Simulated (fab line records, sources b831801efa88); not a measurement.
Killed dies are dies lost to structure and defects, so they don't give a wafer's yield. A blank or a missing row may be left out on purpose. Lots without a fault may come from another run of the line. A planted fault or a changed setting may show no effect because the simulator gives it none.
A struck lot beside a sound one | flow sky130 | 16 steps out of a route of 708
Sound: wafers L926.1, L926.5, L926.6. Struck: wafers L932.2, L932.4, L932.6. The cause comes at the end.
At each step with rows: each side's tool, then ch and its chambers, then its first start. Under that, the readings that differ: sound wafers | struck wafers | difference of the means | sigmas: that difference in standard deviations of wafers without a fault.
alike: readings whose means differ by less than 2 such deviations, and words and numbers that are the same on both sides. not compared: withheld readings, readings that some wafer has no value for, bounds like >300 that may hide the same value, and numbers for which the record gives no deviation and whose values overlap.
The two part at a step that has a row with sigmas, a row that says differs or no value, or rows on one side only. Numbers that don't overlap but have no deviation are shown without sigmas and don't part them. A reading that every wafer of one side lacks parts them only if that side has two wafers or more.

SKY_VIA2_BOW_MEAS_03:
  sound on film_metro-04, day 38 20:22; struck on film_metro-02, day 41 02:41
  alike: VIA2_BOW
then, 8 steps without rows for these wafers: SKY_VIA2_DEHYDRATE_04 (time 60 s); SKY_VIA2_HMDS_05 (prime time 60 s); SKY_VIA2_COAT_06 (resist thk 60 nm); SKY_VIA2_COAT_07 (resist thk 450 nm); SKY_VIA2_SOFTBAKE_08 (time 90 s); SKY_VIA2_EXPOSE_09 (exposes mask VIM2, target cd 200 nm); SKY_VIA2_PEB_10; SKY_VIA2_DEVELOP_11 (develop time 60 s).
SKY_VIA2_CD_MEAS_12: target cd 200 nm.
  sound on cd_sem-02, day 39 21:31; struck on cd_sem-01, day 42 02:31
  alike: cd_nm
SKY_VIA2_OVL_MEAS_13:
  sound on overlay-01, day 39 21:38; struck on overlay-02, day 42 02:37
  alike: VIA2_OVL
SKY_VIA2_ETCH_14: etches BARC in N2/H2, stops on SiO2, time 45.9 s, target depth 60 nm.
  sound on rie_diel-04 ch 1,2, day 39 21:40; struck on rie_diel-04 ch 0,2,3, day 42 02:38
  alike: drypump_motor_current_A, oes_product_au, throttle_valve_pct
  not compared: rf_hours_counter_h
SKY_VIA2_ETCH_15: etches SiO2 in C4F8/O2/Ar, stops on TiN, target depth 546 nm, time 84 s.
  sound on rie_diel-04 ch 1,2, day 39 21:42; struck on rie_diel-04 ch 0,2,3, day 42 02:41
  reading                                     | sound             | struck            | difference | sigmas
  oes_product_au (a.u.)                       | 0.933 0.934 0.940 | 0.746 0.750 0.755 | -0.185     | -36
  model.VIA2.feature_depth_nm (nm)            | 494.7 492.5 494.6 | 325.5 323.4 325.3 | -169.2     |
  model.etch.depth_nm (nm)                    | 494.7 492.5 494.6 | 325.5 323.4 325.3 | -169.2     |
  model.KrF-thick_of_VIA2_COAT_07.thk_nm (nm) | 283.3 285.1 282.4 | 325.9 326.5 325.1 | +42.2      |
  not compared: rf_hours_counter_h
SKY_VIA2_STRIP_16: strips in O2/N2.
  sound on plasma_asher-02 ch 0,1, day 39 21:46; struck on plasma_asher-03 ch 1, day 42 02:45
  reading                      | sound             | struck            | difference | sigmas
  oes_product_au (a.u.)        | 0.403 0.405 0.399 | 0.415 0.415 0.414 | +0.012     | +3
  strip_time_to_endpoint_s (s) | 4.044 4.047 4.044 | 4.493 4.497 4.492 | +0.449     | +24
  alike: drypump_motor_current_A
  not compared: rf_hours_counter_h
then, 1 step without rows for these wafers: SKY_VIA2_STRIP_17 (strips in post etch residue remover, time 1200 s).
-- the record jumps here: 8 days lie between the struck wafers' starts before and after (it left off in module VIA2 and takes up again in module PAD_OPEN, whose first step shown is number 708 of the route) --
SKY_PAD_OPEN_PROBE_99:
  sound on prober-01, day 48 11:10; struck on prober-01, day 50 07:05
  reading                  | sound          | struck         | difference | sigmas
  defect_limited_yield (%) | 82.1 84.6 81.5 | 0 0 0          | -83        | -41
  killed_at_M0_to_M3       | 41 31 37       | 442 456 450    | +413       | +57
  killed_dies              | 88 76 91       | 492 492 492    | +407       | +42
  killed_on_rim            | 14 15 21       | 96 96 96       | +79        | +21
  sort_bin_5_function (%)  | 11.6 8.3 10.8  | 94.1 92.5 93.7 | +83.2      | +59
  sort_n_pass              | 404 416 401    | 0 0 0          | -407       | -42
  sort_yield_pct (%)       | 82.1 84.6 81.5 | 0 0 0          | -83        | -41
  alike: killed_at_M4_up, killed_at_contacts, killed_at_front_end, killed_at_other, killed_open, killed_short, sort_bin_3_pad_short, sort_bin_6_memory

WHERE THEY PART
First at SKY_VIA2_ETCH_15; last, within this record, at SKY_PAD_OPEN_PROBE_99.

WHY: what the simulator had put in
Process parameter drift: rie_diel-04, from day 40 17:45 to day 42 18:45, at SKY_VIA2_ETCH_15. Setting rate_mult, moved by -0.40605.
